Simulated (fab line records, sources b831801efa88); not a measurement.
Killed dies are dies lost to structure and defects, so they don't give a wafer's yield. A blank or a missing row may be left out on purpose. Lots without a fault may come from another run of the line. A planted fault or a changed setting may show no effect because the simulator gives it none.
fab line records | flow gf180mcu
record lots=5 wafers=15 last_day=34
route steps=602 shown NSD@244 PSD@248 SAB@264 SALICIDE@278
lots that met no fault: from a run of the same line without faults
start_h: hours from the record's first day to the start of the lot's first wafer shown | wait_h: hours since the lot's step before | " the same as in the row above | L1.1+2: a row that stands for several wafers | - no value, or no start given | * or withheld: withheld | < > ~ a bound
route shown NAME@n: a module of which the file shows steps, and the number in the route of the first | usual: mean/standard deviation of fault-free wafers | same: alike in all rows | chamber/n: place in a boat | sites: the reading at each site | _std_site: their standard deviation | _edge_site: outer sites' mean less inner sites' | radius_mm: how far each site lies from the wafer's centre | mask NAME#n: copy n | behind: the tool/chamber that last shaped the wafer | hold: why the lot was held/for how many hours/how that ended | device: the transistor (n, p or np) that didn't switch | end of line: the same wafers' tests at the end of the route | a step without rows: its recipe alone | killed: dies lost to structure and defects at the first sort, not the wafer's yield | map: a wafer's dies, x killed, . not, _ none there
set.NAME: the setting as run; set.NAME@STEP: as run at that earlier step | model.NAME: the simulator's own value behind a step, which no gauge read
lots at some steps of the route; a table a step, a row a wafer
services: from which hour (start_h, from the record's first day; less than 0 if before it) a tool's chamber was out of use, for how many hours, and why
## steps
# step GF_NSD_IMPLANT_09
# recipe species=As energy_kev=60 dose_cm2=4e+15 tilt_deg=7
# columns lot.wafer tool chamber start_h wait_h
L074.1+3+4 implanter-01 0 310.61 0.0
L083.1+4+5 implanter-02 0 372.02 0.0
L091.1+2+3 implanter-04 0 439.78 0.1
L094.1+2+4 implanter-01 0 467.37 0.0
L097.1+4+6 implanter-04 0 486.01 0.0
# step GF_NSD_IMPLANT_10
# recipe species=P energy_kev=40 dose_cm2=5e+14 tilt_deg=7
# columns lot.wafer tool chamber start_h wait_h
L074.1+3+4 implanter-01 0 310.76 0.1
L083.1+4+5 implanter-02 0 372.17 0.1
L091.1+2+3 implanter-04 0 439.93 0.1
L094.1+2+4 implanter-01 0 467.52 0.1
L097.1+4+6 implanter-04 0 486.16 0.1
# step GF_NSD_STRIP_11
# recipe chemistry=O2/N2 power_w=1400 pressure_mtorr=1500 platen_temp_c=250 o2_flow_sccm=3000 n2_flow_sccm=300 overash_fraction=0.5
# usual drypump_motor_current_A=6.0/0.36 heater_power_w=351/20 o2_flow_sccm=3001/9.6 oes_product_au=0.487/0.0052 strip_time_to_endpoint_s=22.95/0.036
# columns lot.wafer tool chamber start_h wait_h drypump_motor_current_A heater_power_w o2_flow_sccm oes_product_au rf_hours_counter_h strip_time_to_endpoint_s
L074.1 plasma_asher-01 1 310.91 0.1 6.4 387 2997 0.481 54 22.88
L074.3 " 0 " " 6.5 354 3006 0.493 - 22.93
L074.4 " 1 " " 6.4 386 2999 0.488 - 22.90
L083.1 plasma_asher-04 0 372.32 0.1 5.7 352 2990 0.484 24 22.93
L083.4 " 1 " " 5.8 344 3001 0.489 - 23.01
L083.5 " 1 " " 5.8 343 3007 0.492 - 22.99
L091.1 plasma_asher-04 1 440.08 0.1 5.9 339 3006 0.491 31 22.93
L091.2 " 0 " " 5.8 348 3014 0.493 31 22.92
L091.3 " 0 " " 5.8 359 3009 0.489 - 22.88
L094.1 plasma_asher-04 1 467.67 0.1 5.8 336 2997 0.495 34 22.91
L094.2 " 0 " " 5.7 347 2993 0.488 34 22.92
L094.4 " 1 " " 5.9 344 2994 0.488 - 22.93
L097.1 plasma_asher-01 1 486.31 0.1 6.4 388 3007 0.486 70 22.95
L097.4 " 1 " " 6.4 390 3017 0.492 - 22.94
L097.6 " 0 " " 6.4 343 3008 0.495 - 22.93
# step GF_NSD_TW_MEAS_12
# usual NSD_TW=4261/35
# columns lot.wafer tool chamber start_h wait_h NSD_TW
L074.1 film_metro-02 - 311.01 0.1 4249
L074.3 " - " " 4260
L074.4 " - " " 4254
L083.1 film_metro-02 - 372.42 0.1 4274
L083.4 " - " " 4262
L083.5 " - " " 4277
L091.1 film_metro-01 - 440.24 0.1 4185
L091.2 " - " " 4217
L091.3 " - " " 4215
L094.1 film_metro-02 - 467.77 0.1 4257
L094.2 " - " " 4252
L094.4 " - " " 4234
L097.1 film_metro-04 - 486.41 0.1 4289
L097.4 " - " " 4293
L097.6 " - " " 4292
# step GF_PSD_DEHYDRATE_00
# recipe temp_c=200 time_s=60
# usual heater_power_total_W=160.37/0.14
# columns lot.wafer tool chamber start_h wait_h heater_power_total_W
L074.1 litho_track-04 0 319.81 8.8 160.36
L074.3 " 0 " " 160.38
L074.4 " 0 " " 160.27
L083.1 litho_track-01 0 383.38 10.9 160.35
L083.4 " 0 " " 160.18
L083.5 " 0 " " 160.27
L091.1 litho_track-04 0 452.11 11.9 160.32
L091.2 " 0 " " 160.40
L091.3 " 0 " " 160.27
L094.1 litho_track-02 0 479.57 11.8 160.59
L094.2 " 0 " " 160.48
L094.4 " 0 " " 160.14
L097.1 litho_track-01 0 497.38 11.0 160.59
L097.4 " 0 " " 160.56
L097.6 " 0 " " 160.45
# step GF_PSD_HMDS_01
# recipe prime_time_s=60 prime_temp_c=120
# columns lot.wafer tool chamber start_h wait_h
L074.1+3+4 litho_track-04 0 319.96 0.1
L083.1+4+5 litho_track-01 0 383.53 0.1
L091.1+2+3 litho_track-04 0 452.26 0.1
L094.1+2+4 litho_track-02 0 479.72 0.1
L097.1+4+6 litho_track-01 0 497.53 0.1
# step GF_PSD_COAT_02
# recipe resist=NOVOLAK spin_rpm=3000 resist_thk_nm=1005
# columns lot.wafer tool chamber start_h wait_h
L074.1+3+4 litho_track-04 0 320.11 0.1
L083.1+4+5 litho_track-01 0 383.68 0.1
L091.1+2+3 litho_track-04 0 452.41 0.1
L094.1+2+4 litho_track-02 0 479.87 0.1
L097.1+4+6 litho_track-01 0 497.68 0.1
# step GF_PSD_SOFTBAKE_03
# recipe temp_c=90 time_s=60 resist=NOVOLAK
# usual heater_power_total_W=56.60/0.044
# columns lot.wafer tool chamber start_h wait_h heater_power_total_W
L074.1 litho_track-04 0 320.26 0.1 56.62
L074.3 " 0 " " 56.57
L074.4 " 0 " " 56.65
L083.1 litho_track-01 0 383.83 0.1 56.59
L083.4 " 0 " " 56.54
L083.5 " 0 " " 56.58
L091.1 litho_track-04 0 452.56 0.1 56.60
L091.2 " 0 " " 56.64
L091.3 " 0 " " 56.56
L094.1 litho_track-02 0 480.02 0.1 56.63
L094.2 " 0 " " 56.56
L094.4 " 0 " " 56.63
L097.1 litho_track-01 0 497.83 0.1 56.58
L097.4 " 0 " " 56.60
L097.6 " 0 " " 56.61
# step GF_PSD_EXPOSE_04
# recipe mask_id=Pplus target_cd_nm=400 na=0.6 source_shape=conventional sigma_outer=0.6 dose_mj=140
# same sigma_outer=0.6
# columns lot.wafer tool chamber start_h wait_h mask
L074.1+3+4 iline_stepper-01 0 - - Pplus#0
L083.1+4+5 iline_stepper-01 0 - - Pplus#0
L091.1+2+3 iline_stepper-01 0 - - Pplus#0
L094.1+2+4 iline_stepper-01 0 - - Pplus#0
L097.1+4+6 iline_stepper-01 0 - - Pplus#0
# step GF_PSD_PEB_05
# recipe temp_c=withheld time_s=* resist=NOVOLAK
# columns lot.wafer tool chamber start_h wait_h
L074.1+3+4 litho_track-01 0 - -
L083.1+4+5 litho_track-02 0 - -
L091.1+2+3 litho_track-02 0 - -
L094.1+2+4 litho_track-01 0 - -
L097.1+4+6 litho_track-04 0 - -
# step GF_PSD_DEVELOP_06
# recipe develop_time_s=60 dev_temp_c=23
# columns lot.wafer tool chamber start_h wait_h
L074.1+3+4 litho_track-01 0 330.53 0.1
L083.1+4+5 litho_track-02 0 394.52 0.1
L091.1+2+3 litho_track-02 0 464.77 0.1
L094.1+2+4 litho_track-01 0 491.53 0.1
L097.1+4+6 litho_track-04 0 509.41 0.1
# step GF_PSD_CD_MEAS_07
# recipe target_cd_nm=400
# usual cd_nm=399.2/2.1
# columns lot.wafer tool chamber start_h wait_h cd_nm
L074.1 cd_sem-01 - 330.68 0.1 397.2
L074.3 " - " " 394.4
L074.4 " - " " 396.7
L083.1 cd_sem-02 - 394.67 0.1 401.0
L083.4 " - " " 400.6
L083.5 " - " " 403.3
L091.1 cd_sem-02 - 464.92 0.1 401.2
L091.2 " - " " 400.1
L091.3 " - " " 402.5
L094.1 cd_sem-01 - 491.68 0.1 396.8
L094.2 " - " " 398.1
L094.4 " - " " 397.8
L097.1 cd_sem-02 - 509.56 0.1 396.5
L097.4 " - " " 398.7
L097.6 " - " " 397.5
# step GF_PSD_OVL_MEAS_08
# usual PSD_OVL=-0.2/1.3
# columns lot.wafer tool chamber start_h wait_h PSD_OVL[nm]
L074.1 overlay-01 - 330.80 0.1 1.4
L074.3 " - " " 1.1
L074.4 " - " " -0.9
L083.1 overlay-01 - 394.79 0.1 0.7
L083.4 " - " " 0.9
L083.5 " - " " -0.3
L091.1 overlay-01 - 465.04 0.1 0.4
L091.2 " - " " 2.3
L091.3 " - " " 3.0
L094.1 overlay-01 - 491.80 0.1 -0.4
L094.2 " - " " -1.7
L094.4 " - " " 0.3
L097.1 overlay-02 - 509.68 0.1 0.1
L097.4 " - " " 0.2
L097.6 " - " " 1.1
# step GF_PSD_IMPLANT_09
# recipe species=BF2 energy_kev=40 dose_cm2=1.5e+15 tilt_deg=7
# columns lot.wafer tool chamber start_h wait_h
L074.1+3+4 implanter-03 0 330.84 0.0
L083.1+4+5 implanter-01 0 394.83 0.0
L091.1+2+3 implanter-01 0 465.07 0.0
L094.1+2+4 implanter-03 0 491.83 0.0
L097.1+4+6 implanter-01 0 509.72 0.0
# step GF_PSD_STRIP_10
# recipe chemistry=O2/N2 power_w=1400 pressure_mtorr=1500 platen_temp_c=250 o2_flow_sccm=3000 n2_flow_sccm=300 overash_fraction=0.5
# usual drypump_motor_current_A=6.0/0.5 heater_power_w=349/22 o2_flow_sccm=3001/9.6 oes_product_au=0.592/0.0042 strip_time_to_endpoint_s=16.59/0.039
# columns lot.wafer tool chamber start_h wait_h drypump_motor_current_A heater_power_w o2_flow_sccm oes_product_au rf_hours_counter_h strip_time_to_endpoint_s
L074.1 plasma_asher-04 1 330.99 0.1 5.8 344 3019 0.597 21 16.58
L074.3 " 1 " " 5.8 342 2998 0.590 - 16.59
L074.4 " 0 " " 5.7 354 2992 0.591 - 16.60
L083.1 plasma_asher-04 0 394.98 0.1 5.8 351 2999 0.593 26 16.61
L083.4 " 0 " " 5.7 353 3006 0.589 - 16.55
L083.5 " 1 " " 5.8 348 3002 0.592 - 16.55
L091.1 plasma_asher-01 1 465.22 0.1 6.4 392 2999 0.598 68 16.55
L091.2 " 0 " " 6.4 365 2987 0.596 68 16.55
L091.3 " 1 " " 6.4 389 3007 0.599 - 16.52
L094.1 plasma_asher-03 1 491.98 0.1 4.9 353 3002 0.590 6 16.56
L094.2 " 0 " " 6.5 299 2998 0.600 6 16.59
L094.4 " 1 " " 4.9 339 3007 0.590 - 16.60
L097.1 plasma_asher-01 0 509.87 0.1 6.4 358 3007 0.598 72 16.59
L097.4 " 0 " " 6.5 361 3018 0.600 - 16.61
L097.6 " 0 " " 6.5 351 3005 0.589 - 16.54
# step GF_PSD_TW_MEAS_11
# usual PSD_TW=3200/22
# columns lot.wafer tool chamber start_h wait_h PSD_TW
L074.1 film_metro-02 - 331.09 0.1 3142
L074.3 " - " " 3159
L074.4 " - " " 3182
L083.1 film_metro-04 - 395.08 0.1 3222
L083.4 " - " " 3221
L083.5 " - " " 3224
L091.1 film_metro-02 - 465.32 0.1 3183
L091.2 " - " " 3194
L091.3 " - " " 3203
L094.1 film_metro-02 - 492.08 0.1 3200
L094.2 " - " " 3212
L094.4 " - " " 3208
L097.1 film_metro-04 - 509.97 0.1 3227
L097.4 " - " " 3213
L097.6 " - " " 3206
# step GF_PSD_CLEAN_12
# recipe chemistry=SC1/SC2 mix=1:4:20 temp_c=70 time_s=150 dry=n2_spin
# columns lot.wafer tool chamber start_h wait_h
L074.1+3+4 wet_bench-03 3 331.15 0.1
L083.1+4+5 wet_bench-01 0 395.14 0.1
L091.1+2+3 wet_bench-01 3 465.38 0.1
L094.1+2+4 wet_bench-01 1 492.14 0.1
L097.1+4+6 wet_bench-04 1 510.03 0.1
# step GF_PSD_RTA_13
# recipe temp_c=1025 time_s=20 ambient=N2
# usual lamp_power_pct=38/3.4 wafer_temp_C_max=1030.1/1.2
# columns lot.wafer tool chamber start_h wait_h lamp_power_pct wafer_temp_C_max
L074.1 rtp_anneal-02 0 331.20 0.0 41 1029.3
L074.3 " 0 " " 41 1030.4
L074.4 " 0 " " 41 1029.5
L083.1 rtp_anneal-01 0 395.19 0.0 34 1032.1
L083.4 " 0 " " 34 1030.4
L083.5 " 0 " " 34 1030.1
L091.1 rtp_anneal-01 0 465.44 0.0 34 1029.7
L091.2 " 0 " " 34 1030.9
L091.3 " 0 " " 34 1029.6
L094.1 rtp_anneal-02 0 492.20 0.0 41 1027.9
L094.2 " 0 " " 41 1030.4
L094.4 " 0 " " 41 1030.0
L097.1 rtp_anneal-02 0 510.08 0.0 41 1030.5
L097.4 " 0 " " 41 1029.6
L097.6 " 0 " " 41 1027.6
# step GF_PSD_RS_MEAS_14
# recipe thk_meas_gauge=four-point-probe
# usual NSD_RS=46.16/0.078
# columns lot.wafer tool chamber start_h wait_h NSD_RS[ohm/sq]
L074.1 film_metro-04 - 331.28 0.1 46.09
L074.3 " - " " 46.15
L074.4 " - " " 46.15
L083.1 film_metro-02 - 395.27 0.1 46.31
L083.4 " - " " 46.01
L083.5 " - " " 46.20
L091.1 film_metro-01 - 465.52 0.1 46.34
L091.2 " - " " 46.25
L091.3 " - " " 46.26
L094.1 film_metro-01 - 492.28 0.1 46.21
L094.2 " - " " 46.13
L094.4 " - " " 46.19
L097.1 film_metro-02 - 510.16 0.1 46.28
L097.4 " - " " 46.22
L097.6 " - " " 46.10
# step GF_PSD_RS_MEAS_15
# recipe thk_meas_gauge=four-point-probe
# usual PSD_RS=108.57/0.26
# columns lot.wafer tool chamber start_h wait_h PSD_RS[ohm/sq]
L074.1 film_metro-04 - 331.40 0.1 108.80
L074.3 " - " " 108.74
L074.4 " - " " 108.34
L083.1 film_metro-02 - 395.39 0.1 108.57
L083.4 " - " " 108.70
L083.5 " - " " 108.60
L091.1 film_metro-01 - 465.64 0.1 109.21
L091.2 " - " " 108.87
L091.3 " - " " 108.98
L094.1 film_metro-01 - 492.40 0.1 108.73
L094.2 " - " " 108.74
L094.4 " - " " 108.81
L097.1 film_metro-02 - 510.28 0.1 109.08
L097.4 " - " " 109.18
L097.6 " - " " 108.89
# step GF_SAB_CVD_00
# recipe material=SiO2 target_thk_nm=50 precursor=TEOS temp_c=400 time_s=4.788 rf_w=600
# usual heater_power_w=700/88 rf_fwd_power_W=587.3/2.4
# columns lot.wafer tool chamber start_h wait_h heater_power_w rf_fwd_power_W
L074.1 pecvd-03 0 331.52 0.1 583 582.3
L074.3 " 2 " " 695 587.4
L074.4 " 0 " " 588 581.8
L083.1 pecvd-02 0 395.51 0.1 581 592.9
L083.4 " 1 " " 813 590.4
L083.5 " 2 " " 626 586.9
L091.1 pecvd-03 2 465.76 0.1 694 584.9
L091.2 " 0 " " 660 588.1
L091.3 " 1 " " 708 585.6
L094.1 pecvd-03 2 492.52 0.1 567 585.6
L094.2 " 1 " " 772 586.8
L094.4 " 1 " " 760 585.4
L097.1 pecvd-02 2 510.40 0.1 635 585.6
L097.4 " 0 " " 617 594.0
L097.6 " 2 " " 645 587.5
# step GF_SAB_THK_MEAS_01
# recipe reads=SiO2_of_SAB_CVD_00
# usual SAB_CVD_00_THK=48.7/0.71
# columns lot.wafer tool chamber start_h wait_h SAB_CVD_00_THK[nm]
L074.1 film_metro-03 - 331.54 0.0 47.7
L074.3 " - " " 48.9
L074.4 " - " " 48.3
L083.1 film_metro-04 - 395.53 0.0 48.2
L083.4 " - " " 48.9
L083.5 " - " " 49.5
L091.1 film_metro-04 - 465.78 0.0 48.4
L091.2 " - " " 48.1
L091.3 " - " " 48.5
L094.1 film_metro-04 - 492.54 0.0 47.9
L094.2 " - " " 48.6
L094.4 " - " " 49.4
L097.1 film_metro-03 - 510.42 0.0 49.1
L097.4 " - " " 48.6
L097.6 " - " " 48.9
# step GF_SAB_DEHYDRATE_02
# recipe temp_c=200 time_s=60
# usual heater_power_total_W=160.36/0.13
# columns lot.wafer tool chamber start_h wait_h heater_power_total_W
L074.1 litho_track-03 0 341.35 9.8 160.26
L074.3 " 0 " " 160.38
L074.4 " 0 " " 160.35
L083.1 litho_track-03 0 407.00 11.5 160.29
L083.4 " 0 " " 160.43
L083.5 " 0 " " 160.44
L091.1 litho_track-03 0 477.25 11.5 160.31
L091.2 " 0 " " 160.38
L091.3 " 0 " " 160.15
L094.1 litho_track-01 0 503.83 11.3 160.48
L094.2 " 0 " " 160.34
L094.4 " 0 " " 160.28
L097.1 litho_track-02 0 521.02 10.6 160.27
L097.4 " 0 " " 160.21
L097.6 " 0 " " 160.40
# step GF_SAB_HMDS_03
# recipe prime_time_s=60 prime_temp_c=120
# columns lot.wafer tool chamber start_h wait_h
L074.1+3+4 litho_track-03 0 341.50 0.1
L083.1+4+5 litho_track-03 0 407.15 0.1
L091.1+2+3 litho_track-03 0 477.40 0.1
L094.1+2+4 litho_track-01 0 503.98 0.1
L097.1+4+6 litho_track-02 0 521.17 0.1
# step GF_SAB_COAT_04
# recipe resist=NOVOLAK spin_rpm=3000 resist_thk_nm=1000
# columns lot.wafer tool chamber start_h wait_h
L074.1+3+4 litho_track-03 0 341.65 0.1
L083.1+4+5 litho_track-03 0 407.30 0.1
L091.1+2+3 litho_track-03 0 477.55 0.1
L094.1+2+4 litho_track-01 0 504.13 0.1
L097.1+4+6 litho_track-02 0 521.32 0.1
# step GF_SAB_SOFTBAKE_05
# recipe temp_c=90 time_s=60 resist=NOVOLAK
# usual heater_power_total_W=56.60/0.044
# columns lot.wafer tool chamber start_h wait_h heater_power_total_W
L074.1 litho_track-03 0 341.80 0.1 56.64
L074.3 " 0 " " 56.53
L074.4 " 0 " " 56.65
L083.1 litho_track-03 0 407.45 0.1 56.61
L083.4 " 0 " " 56.62
L083.5 " 0 " " 56.55
L091.1 litho_track-03 0 477.70 0.1 56.65
L091.2 " 0 " " 56.62
L091.3 " 0 " " 56.63
L094.1 litho_track-01 0 504.28 0.1 56.59
L094.2 " 0 " " 56.64
L094.4 " 0 " " 56.68
L097.1 litho_track-02 0 521.47 0.1 56.59
L097.4 " 0 " " 56.57
L097.6 " 0 " " 56.58
# step GF_SAB_EXPOSE_06
# recipe mask_id=SAB target_cd_nm=420 na=0.6 source_shape=conventional sigma_outer=0.6 dose_mj=140
# same sigma_outer=0.6
# columns lot.wafer tool chamber start_h wait_h mask
L074.1+3+4 iline_stepper-01 0 - - SAB#0
L083.1+4+5 iline_stepper-02 0 - - SAB#0
L091.1+2+3 iline_stepper-01 0 - - SAB#0
L094.1+2+4 iline_stepper-01 0 - - SAB#0
L097.1+4+6 iline_stepper-01 0 - - SAB#0
# step GF_SAB_PEB_07
# recipe temp_c=withheld time_s=* resist=NOVOLAK
# columns lot.wafer tool chamber start_h wait_h
L074.1+3+4 litho_track-01 0 - -
L083.1+4+5 litho_track-01 0 - -
L091.1+2+3 litho_track-01 0 - -
L094.1+2+4 litho_track-01 0 - -
L097.1+4+6 litho_track-01 0 - -
# step GF_SAB_DEVELOP_08
# recipe develop_time_s=60 dev_temp_c=23
# columns lot.wafer tool chamber start_h wait_h
L074.1+3+4 litho_track-01 0 351.33 0.1
L083.1+4+5 litho_track-01 0 418.78 0.1
L091.1+2+3 litho_track-01 0 489.78 0.1
L094.1+2+4 litho_track-01 0 515.08 0.1
L097.1+4+6 litho_track-01 0 532.93 0.1
# step GF_SAB_CD_MEAS_09
# recipe target_cd_nm=420
# usual cd_nm=420.1/2.9
# columns lot.wafer tool chamber start_h wait_h cd_nm
L074.1 cd_sem-02 - 351.48 0.1 418.5
L074.3 " - " " 417.8
L074.4 " - " " 417.5
L083.1 cd_sem-01 - 418.93 0.1 417.8
L083.4 " - " " 423.5
L083.5 " - " " 422.2
L091.1 cd_sem-01 - 489.93 0.1 415.9
L091.2 " - " " 415.8
L091.3 " - " " 416.3
L094.1 cd_sem-02 - 515.23 0.1 419.0
L094.2 " - " " 414.3
L094.4 " - " " 419.5
L097.1 cd_sem-02 - 533.08 0.1 419.8
L097.4 " - " " 421.5
L097.6 " - " " 422.1
# step GF_SAB_OVL_MEAS_10
# usual SAB_OVL=0.3/1.4
# columns lot.wafer tool chamber start_h wait_h SAB_OVL[nm]
L074.1 overlay-01 - 351.60 0.1 -0.1
L074.3 " - " " -0.8
L074.4 " - " " 0.0
L083.1 overlay-02 - 419.05 0.1 -3.0
L083.4 " - " " -1.9
L083.5 " - " " -1.7
L091.1 overlay-01 - 490.05 0.1 -0.1
L091.2 " - " " 1.4
L091.3 " - " " 1.7
L094.1 overlay-01 - 515.35 0.1 0.9
L094.2 " - " " -0.4
L094.4 " - " " 0.7
L097.1 overlay-02 - 533.20 0.1 3.8
L097.4 " - " " 3.5
L097.6 " - " " 3.2
# step GF_SAB_ETCH_11
# recipe chemistry=C4F8/O2/Ar mask_material=NOVOLAK target=SiO2 target_depth_nm=55 source_w=1500 bias_w=1200 pressure_mtorr=40 c4f8_flow_sccm=withheld O2_flow_sccm=6 Ar_flow_sccm=300 time_s=8.5
# usual oes_product_au=0.990/0.017 rf_fwd_power_W=1476/8.6
# columns lot.wafer tool chamber start_h wait_h oes_product_au rf_fwd_power_W rf_hours_counter_h
L074.1 rie_diel-01 2 351.64 0.0 1.016 1486 104
L074.3 " 0 " " 1.003 1459 87
L074.4 " 0 " " 0.997 1457 -
L083.1 rie_diel-04 3 419.08 0.0 0.991 1467 7
L083.4 " 1 " " 0.990 1481 11
L083.5 " 0 " " 0.949 1478 -
L091.1 rie_diel-04 1 490.08 0.0 0.974 1469 13
L091.2 " 2 " " 0.977 1479 10
L091.3 " 0 " " 0.964 1479 6
L094.1 rie_diel-04 3 515.38 0.0 1.001 1469 9
L094.2 " 0 " " 0.969 1481 7
L094.4 " 1 " " 0.974 1481 13
L097.1 rie_diel-01 3 533.23 0.0 0.999 1486 62
L097.4 " 1 " " 0.980 1469 -
L097.6 " 3 " " 0.998 1487 -
# step GF_SAB_WET_ETCH_12
# recipe chemistry=dHF target_depth_nm=22 dry=n2_spin target=SiO2 temp_c=25 dilution=100:1 time_s=440
# columns lot.wafer tool chamber start_h wait_h
L074.1+3+4 wet_bench-03 3 351.66 0.0
L083.1+4+5 wet_bench-03 0 419.11 0.0
L091.1+2+3 wet_bench-01 1 490.10 0.0
L094.1+2+4 wet_bench-02 3 515.40 0.0
L097.1+4+6 wet_bench-02 3 533.26 0.0
# step GF_SAB_STRIP_13
# recipe chemistry=O2/N2 power_w=1400 pressure_mtorr=1500 platen_temp_c=250 o2_flow_sccm=3000 n2_flow_sccm=300 overash_fraction=0.5
# usual drypump_motor_current_A=5.9/0.62 heater_power_w=341/27 o2_flow_sccm=2998/7.9 oes_product_au=0.710/0.0044 strip_time_to_endpoint_s=12.605/0.03
# columns lot.wafer tool chamber start_h wait_h drypump_motor_current_A heater_power_w o2_flow_sccm oes_product_au rf_hours_counter_h strip_time_to_endpoint_s
L074.1 plasma_asher-03 0 351.79 0.0 6.5 307 3003 0.702 73 12.608
L074.3 " 1 " " 4.9 359 2993 0.708 - 12.621
L074.4 " 0 " " 6.5 307 3002 0.709 - 12.608
L083.1 plasma_asher-02 1 419.24 0.0 5.6 329 2993 0.708 88 12.597
L083.4 " 0 " " 5.4 338 2993 0.712 - 12.611
L083.5 " 1 " " 5.6 326 3006 0.707 - 12.607
L091.1 plasma_asher-03 0 490.25 0.0 6.5 296 2995 0.713 6 12.598
L091.2 " 1 " " 4.9 359 3000 0.702 6 12.558
L091.3 " 1 " " 4.9 350 3000 0.710 - 12.598
L094.1 plasma_asher-01 0 515.55 0.0 6.4 352 2995 0.717 73 12.608
L094.2 " 1 " " 6.4 383 2996 0.714 73 12.612
L094.4 " 0 " " 6.4 358 2994 0.709 - 12.621
L097.1 plasma_asher-02 0 533.39 0.0 5.4 332 2995 0.712 101 12.562
L097.4 " 1 " " 5.6 331 2996 0.708 - 12.590
L097.6 " 1 " " 5.6 324 2998 0.713 - 12.613
# step GF_SALICIDE_CLEAN_00
# recipe chemistry=SC1/SC2 mix=1:4:20 temp_c=70 time_s=150
# columns lot.wafer tool chamber start_h wait_h
L074.1+3+4 wet_bench-04 2 351.89 0.1
L083.1+4+5 wet_bench-04 2 419.34 0.1
L091.1+2+3 wet_bench-04 1 490.35 0.1
L094.1+2+4 wet_bench-04 2 515.65 0.1
L097.1+4+6 wet_bench-03 0 533.49 0.1
# step GF_SALICIDE_WET_ETCH_01
# recipe chemistry=dHF target_depth_nm=5 dry=ipa_marangoni target=SiO2 temp_c=25 dilution=100:1 time_s=100
# columns lot.wafer tool chamber start_h wait_h
L074.1+3+4 wet_bench-02 3 351.94 0.0
L083.1+4+5 wet_bench-02 2 419.39 0.0
L091.1+2+3 wet_bench-02 0 490.40 0.0
L094.1+2+4 wet_bench-02 3 515.70 0.0
L097.1+4+6 wet_bench-04 3 533.54 0.0
# step GF_SALICIDE_SPUTTER_02
# recipe material=Co target_thk_nm=10 power_w=1000 time_s=20 chamber_pressure_pa=0.4
# usual cathode_dc_power_W=1000.0/0.18 throttle_valve_pct=29.9/0.88
# columns lot.wafer tool chamber start_h wait_h cathode_dc_power_W throttle_valve_pct
L074.1 pvd_sputter-04 - 351.98 0.0 1000.0 30.7
L074.3 " - " " 1000.1 28.7
L074.4 " - " " 1000.1 30.4
L083.1 pvd_sputter-03 - 419.43 0.0 1000.5 28.3
L083.4 " - " " 1000.1 30.4
L083.5 " - " " 1000.1 28.3
L091.1 pvd_sputter-01 - 490.43 0.0 1000.4 30.4
L091.2 " - " " 1000.3 29.9
L091.3 " - " " 1000.1 30.6
L094.1 pvd_sputter-01 - 515.74 0.0 999.89 30.4
L094.2 " - " " 1000.3 30.7
L094.4 " - " " 999.83 30.1
L097.1 pvd_sputter-01 - 533.58 0.0 1000.0 29.9
L097.4 " - " " 1000.1 30.7
L097.6 " - " " 999.90 30.5
# step GF_SALICIDE_SPUTTER_03
# recipe material=TiN target_thk_nm=20 power_w=6500 time_s=16.7 chamber_pressure_pa=0.4
# usual cathode_dc_power_W=6500.1/1.1 throttle_valve_pct=29.9/0.88
# columns lot.wafer tool chamber start_h wait_h cathode_dc_power_W throttle_valve_pct
L074.1 pvd_sputter-04 - 352.00 0.0 6498.8 30.6
L074.3 " - " " 6500.4 28.7
L074.4 " - " " 6500.4 30.1
L083.1 pvd_sputter-03 - 419.46 0.0 6500.3 28.9
L083.4 " - " " 6499.0 30.6
L083.5 " - " " 6500.8 28.6
L091.1 pvd_sputter-01 - 490.46 0.0 6498.3 30.5
L091.2 " - " " 6499.0 29.8
L091.3 " - " " 6501.5 31.0
L094.1 pvd_sputter-01 - 515.76 0.0 6500.1 30.3
L094.2 " - " " 6498.1 30.6
L094.4 " - " " 6501.1 30.4
L097.1 pvd_sputter-01 - 533.61 0.0 6499.1 29.8
L097.4 " - " " 6500.4 30.7
L097.6 " - " " 6500.2 30.4
# step GF_SALICIDE_RS_MEAS_04
# recipe thk_meas_gauge=four-point-probe reads=TiN_of_SALICIDE_SPUTTER_03+Co_of_SALICIDE_SPUTTER_02
# usual SALICIDE_TIN_RS=16.4/0.36
# columns lot.wafer tool chamber start_h wait_h SALICIDE_TIN_RS[ohm/sq]
L074.1 film_metro-04 - 352.03 0.0 15.8
L074.3 " - " " 16.2
L074.4 " - " " 16.0
L083.1 film_metro-03 - 419.48 0.0 16.6
L083.4 " - " " 16.7
L083.5 " - " " 16.5
L091.1 film_metro-02 - 490.49 0.0 16.3
L091.2 " - " " 16.1
L091.3 " - " " 16.8
L094.1 film_metro-03 - 515.79 0.0 16.1
L094.2 " - " " 16.5
L094.4 " - " " 16.2
L097.1 film_metro-02 - 533.63 0.0 16.0
L097.4 " - " " 16.5
L097.6 " - " " 16.7
# step GF_SALICIDE_THK_MEAS_05
# recipe thk_meas_gauge=xrf reads=TiN_of_SALICIDE_SPUTTER_03
# usual SALICIDE_TIN_THK=20.1/0.37
# columns lot.wafer tool chamber start_h wait_h SALICIDE_TIN_THK[nm]
L074.1 film_metro-04 - 352.15 0.1 20.1
L074.3 " - " " 20.2
L074.4 " - " " 20.0
L083.1 film_metro-03 - 419.60 0.1 20.5
L083.4 " - " " 20.6
L083.5 " - " " 20.6
L091.1 film_metro-02 - 490.61 0.1 19.9
L091.2 " - " " 19.7
L091.3 " - " " 19.7
L094.1 film_metro-03 - 515.91 0.1 20.1
L094.2 " - " " 19.9
L094.4 " - " " 19.7
L097.1 film_metro-02 - 533.75 0.1 20.3
L097.4 " - " " 19.9
L097.6 " - " " 19.9
## services
# columns tool chamber start_h hours kind
plasma_asher-01 - 301.21 0.8 repair
implanter-04 - 307.95 91.4 repair
plasma_asher-04 - 310.91 12.1 repair
iline_stepper-01 - 323.29 1.7 pm
plasma_asher-01 - 331.85 28.1 pm
plasma_asher-04 - 335.11 1.5 repair
implanter-04 - 340.88 2.8 repair
pvd_sputter-01 - 344.47 2.7 repair
plasma_asher-04 - 353.58 4.3 repair
plasma_asher-04 - 356.53 14.5 repair
wet_bench-04 - 358.88 1.9 repair
wet_bench-03 - 362.04 1.3 repair
pvd_sputter-01 - 384.64 1.2 repair
implanter-04 - 397.08 0.9 repair
implanter-04 - 399.54 6.1 pm
implanter-01 - 399.71 26.7 pm
implanter-01 - 432.22 10.6 repair
pvd_sputter-01 - 434.63 2.9 repair
implanter-01 - 443.12 1.1 repair
iline_stepper-01 - 444.30 1.8 repair
implanter-01 - 470.37 4.3 repair
implanter-01 - 490.68 3.1 repair
implanter-01 - 494.55 1.1 repair
pvd_sputter-01 - 510.13 2.7 repair
## key
fault none
